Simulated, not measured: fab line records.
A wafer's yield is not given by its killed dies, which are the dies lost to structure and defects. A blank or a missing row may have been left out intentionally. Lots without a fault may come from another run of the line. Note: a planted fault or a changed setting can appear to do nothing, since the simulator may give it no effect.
Problem report in the 8D (eight disciplines) form, filled by code / flow sky130 / the parts of the form that need people (team, actions taken, sign-off) are left out

## 1. THE ISSUE
At SKY_METAL4_ETCH_17, bias-w averages 1412 W over 2 wafers from 2 lots, while fault-free wafers read 1201 W, standard deviation 3.4. That is +62 standard deviations from the usual mean.
The step: etches SiO2 in C4F8/O2/Ar, stops on TiN, time 3.9 s, target depth 15 nm.
Earliest sighting: wafer L760.3 on rie-diel-01 at day 44 18:23. The record holds 33 wafers of 11 lots with a number at this step. Rule for "out", or "out of limits": more than 4 standard deviations from the usual mean. The rest of the wafers with a number are treated as sound.

## 2. WHAT IT IS, WHAT IT ISN'T
question=which readings at this step | is=bias-w | is not=oes-product-au
question=which lots | is=L760, L761 | is not=L750, L757, L762, L766, L768, L769, L771, L772, L773
question=which wafers of those lots | is=L760.3, L761.2 | is not=L760.4, L760.5, L761.3, L761.4
question=read on which tools | is=rie-diel-01 | is not=rie-diel-02, rie-diel-04
question=when | is=from day 44 18:23 | is not=up to then (8 sound wafers); but 23 sound wafers of L761, L762, L766, L768, L769, L771, L772, L773 came after

## 3. SUSPECTS, AND WHAT RULES EACH OUT
Counting: a tool at a process step up to the reading stays a suspect if it ran every lot that is out. Sound lots after the first of them don't rule it out here, since some wafers of a struck lot are sound.
- rie-diel-01 at SKY_METAL4_ETCH_17 (etches SiO2 in C4F8/O2/Ar, stops on TiN, time 3.9 s, target depth 15 nm): kept. It processed each lot that is out (first: L760, day 44 18:23); up to then, its last sound lot is L757 (day 44 02:33). Its own readings are out on those wafers: bias-w.
- rie-diel-01, SKY_METAL4_ETCH_17: wafers that are out in chamber 1, sound lot-mates in chambers 0, 2, 3.
After counting, what remains is rie-diel-01 at SKY_METAL4_ETCH_17.

## 4. THE CAUSE (what the simulator had put in)
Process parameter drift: rie-diel-01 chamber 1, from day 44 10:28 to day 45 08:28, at SKY_METAL4_ETCH_17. Setting bias-w, moved by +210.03, from 1200. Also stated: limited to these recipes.
The count eliminated every tool but this one.

## 5. THE EFFECT CHAIN, in route order
One row per reading whose mean, taken over the struck wafers that have a number, lies over 3 standard deviations from the usual. Readings are gone through only where the record gives a usual standard deviation; hours: the median, over the lots, of the time from a lot's start at the first step in this table giving one to that lot's start at this step; sigmas: the change measured in usual standard deviations.
hours=0; step=SKY_METAL4_ETCH_17; reading=bias-w; usual=1201 W; on struck wafers=1412; change=+211; sigmas=+62
The process steps in it:
- SKY_METAL4_ETCH_17: etches SiO2 in C4F8/O2/Ar, stops on TiN, time 3.9 s, target depth 15 nm.

## 6. WHAT WOULD HAVE CAUGHT IT SOONER
In this record no reading fell out of limits until day 44 18:23, 8 hours after the fault had begun at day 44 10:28.
